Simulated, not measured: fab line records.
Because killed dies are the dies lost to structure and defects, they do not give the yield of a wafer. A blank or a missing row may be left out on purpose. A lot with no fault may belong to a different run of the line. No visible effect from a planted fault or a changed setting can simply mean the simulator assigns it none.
Matching of chambers	flow sky130	SKY_CONTACT_CVD_00 on pecvd-03 has 3 sister chambers
The step deposits Si3N4, target thk 75 nm. 3 wafers are shown with their chamber, then 9 later ones without.

## WAFERS PAIRED WITH THEIR CHAMBERS
wafer	chamber	heater power w (W)
L085.4	2	863
L085.5	0	794
L085.6	1	472

## WAFERS WITH NO CHAMBER GIVEN
wafer	heater power w (W)
L088.1	822
L088.4	800
L088.5	552
L091.1	787
L091.3	773
L091.5	811
L095.3	771
L095.4	796
L095.5	588

## CHAMBER TAKEN BY EACH
wafer	from the rows above	in truth
L088.1	can't be placed: 0 or 2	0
L088.4	can't be placed: 0 or 2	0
L088.5	1	1
L091.1	can't be placed: 0 or 2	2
L091.3	can't be placed: 0 or 2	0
L091.5	can't be placed: 0 or 2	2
L095.3	can't be placed: 0 or 2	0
L095.4	can't be placed: 0 or 2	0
L095.5	can't be placed: 1 or 0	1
Correct placement for 1 of the 9. Unplaceable from these rows: 8, with the true chamber sitting among the candidates in 8. Wrongly placed: 0.
How it was worked out, from the rows above alone: a wafer's distance from a chamber is the root of the sum, over the readings, of the square of ((its reading less the chamber's mean) divided by the reading's scatter). If the next closest chamber is less than 2 further off than the closest, the wafer can't be placed; otherwise it belongs to the closest. For every chamber, the mean is computed from those of its wafers that are shown. The scatter: with one shown wafer a chamber, the root of the mean of the squares of how far each hidden wafer lies from its nearest shown one.
